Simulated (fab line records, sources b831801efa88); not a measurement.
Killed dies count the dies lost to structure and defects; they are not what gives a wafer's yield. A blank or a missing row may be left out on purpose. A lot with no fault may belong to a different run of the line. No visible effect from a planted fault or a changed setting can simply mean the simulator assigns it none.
Struck lot and sound lot, side by side | flow gf180mcu | 18 steps out of a route of 602
Sound: wafers L718.1, L718.3, L718.6. Struck: wafers L725.2, L725.6 (left out: L725.1, a lot-mate that was not struck); the cause follows at the end.
Order at every step that has rows: each side's tool, ch and its chambers, its first start. Under that, the readings that differ: sound wafers | struck wafers | difference of the means | sigmas: that difference in standard deviations of wafers without a fault.
alike: words and numbers the same on both sides, and readings whose means are apart by under 2 such deviations; not compared: readings that were withheld, readings missing a value for some wafer, numbers with overlapping values and no deviation given by the record, and bounds like >300 which may hide the same value.
The two part at a step that has a row with sigmas, a row that says differs or no value, or rows on one side only. When numbers do not overlap yet have no deviation, they are printed without sigmas and do not part them. A reading missing from all wafers of one side parts the sides only when that side holds two or more wafers.

first, 2 steps without rows for these wafers: GF_CONTACT_PEB_12 (peb time 90 s); GF_CONTACT_DEVELOP_13 (develop time 60 s).
GF_CONTACT_CD_MEAS_14 targets a cd of 220 nm.
  sound on cd_sem-01 at day 17 16:57; struck on cd_sem-02 at day 20 15:11
  alike: cd_nm
GF_CONTACT_OVL_MEAS_15:
  sound on overlay-01 at day 17 17:04; struck on overlay-01 at day 20 15:19
  alike: CONTACT_OVL
GF_CONTACT_ETCH_16: etches BARC in N2/H2.
  sound on rie_diel-01 ch 0,1,2, day 17 17:06; struck on rie_diel-03 ch 1,3, day 20 15:21
  alike: drypump_motor_current_A, oes_product_au, throttle_valve_pct
GF_CONTACT_ETCH_17: etches SiO2 in C4F8/O2/Ar, stops on CoSi2, target depth 860 nm.
  sound on rie_diel-01 ch 0,1,2; struck on rie_diel-03 ch 1,3
  alike: oes_product_au
GF_CONTACT_STRIP_18: strips in O2/N2.
  sound on plasma_asher-02 ch 0,1, day 17 17:16; struck on plasma_asher-01 ch 0,1, day 20 15:31
  alike: drypump_motor_current_A, heater_power_w, oes_product_au
  not compared: rf_hours_counter_h
then, 3 steps without rows for these wafers: GF_CONTACT_CLEAN_19 (cleans in SPM); GF_CONTACT_CLEAN_20 (cleans in DIW); GF_CONTACT_CLEAN_21 (cleans in dHF, time 20 s).
GF_CONTACT_SPUTTER_22: material Ti, target thk 15 nm, time 80.02 s.
  sound on pvd_sputter-04 at day 17 17:34; struck on pvd_sputter-02 at day 20 15:49
  alike: chamber_pressure_pa, throttle_valve_pct
GF_CONTACT_SPUTTER_23: material TiN, target thk 10 nm, time 40 s.
  sound on pvd_sputter-04 at day 17 17:37; struck on pvd_sputter-02 at day 20 15:53
  alike: chamber_pressure_pa, throttle_valve_pct
GF_CONTACT_CVD_24: deposits W, target thk 300 nm, time 90.339 s.
  sound on cvd_w-02 ch 0,1, day 17 17:40; struck on cvd_w-01 ch 0, day 20 15:55
  reading                               | sound                | struck        | difference | sigmas
  heater_power_w (W)                    | 870 725 891          | 618 617       | -211       | -3
  susceptor_temp_C (C)                  | 399.98 399.73 399.76 | 380.92 380.95 | -18.89     | -99 or more
  model.W_of_CONTACT_CVD_24.thk_nm (nm) | 297.5 297.7 294.8    | 209.2 208.4   | -87.9      |
  alike: heater_power_outer_w
GF_CONTACT_RS_MEAS_25: measurement is done with a four-point probe.
  sound on film_metro-02 at day 17 17:46; struck on film_metro-04 at day 20 16:19
  reading               | sound             | struck      | difference | sigmas
  CONTACT_W_RS (ohm/sq) | 0.386 0.385 0.389 | 0.551 0.554 | +0.166     | +46
  not compared: hold
GF_CONTACT_THK_MEAS_26: measures by xrf.
  sound on film_metro-02 at day 17 17:53; struck on film_metro-04 at day 20 21:01
  reading            | sound       | struck  | difference | sigmas
  CONTACT_W_THK (nm) | 297 298 295 | 214 211 | -84        | -22
  not compared: hold
GF_CONTACT_CMP_27: polishes, stops on SiO2, t overpolish 15 s, target thk 0 nm.
  sound on cmp-02 ch 1,2,3, day 17 17:56; struck on cmp-01 ch 0,2, day 21 04:14
  reading                | sound          | struck                                            | difference                   | sigmas
  hold                   | - - -          | await_dispo/2.0h/release await_dispo/2.0h/release | no value on the sound wafers |
  time_to_endpoint_s (s) | 73.5 72.5 72.0 | 50.9 50.9                                         | -21.8                        | -8
  alike: motor_current_A
then, 1 step without rows for these wafers: GF_M1_SPUTTER_00 (material Ti, target thk 37.5 nm, time 150 s).
GF_PASSIVATION_PROBE_99:
  the record holds rows for the sound wafers here (prober-01, day 30 10:50) but none for the struck ones

## WHERE THEY PART
Last at GF_PASSIVATION_PROBE_99 as far as this record goes, first at GF_CONTACT_CVD_24.

WHY: the cause the simulator had injected
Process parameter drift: cvd_w-01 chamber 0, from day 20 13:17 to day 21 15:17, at GF_CONTACT_CVD_24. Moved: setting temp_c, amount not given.
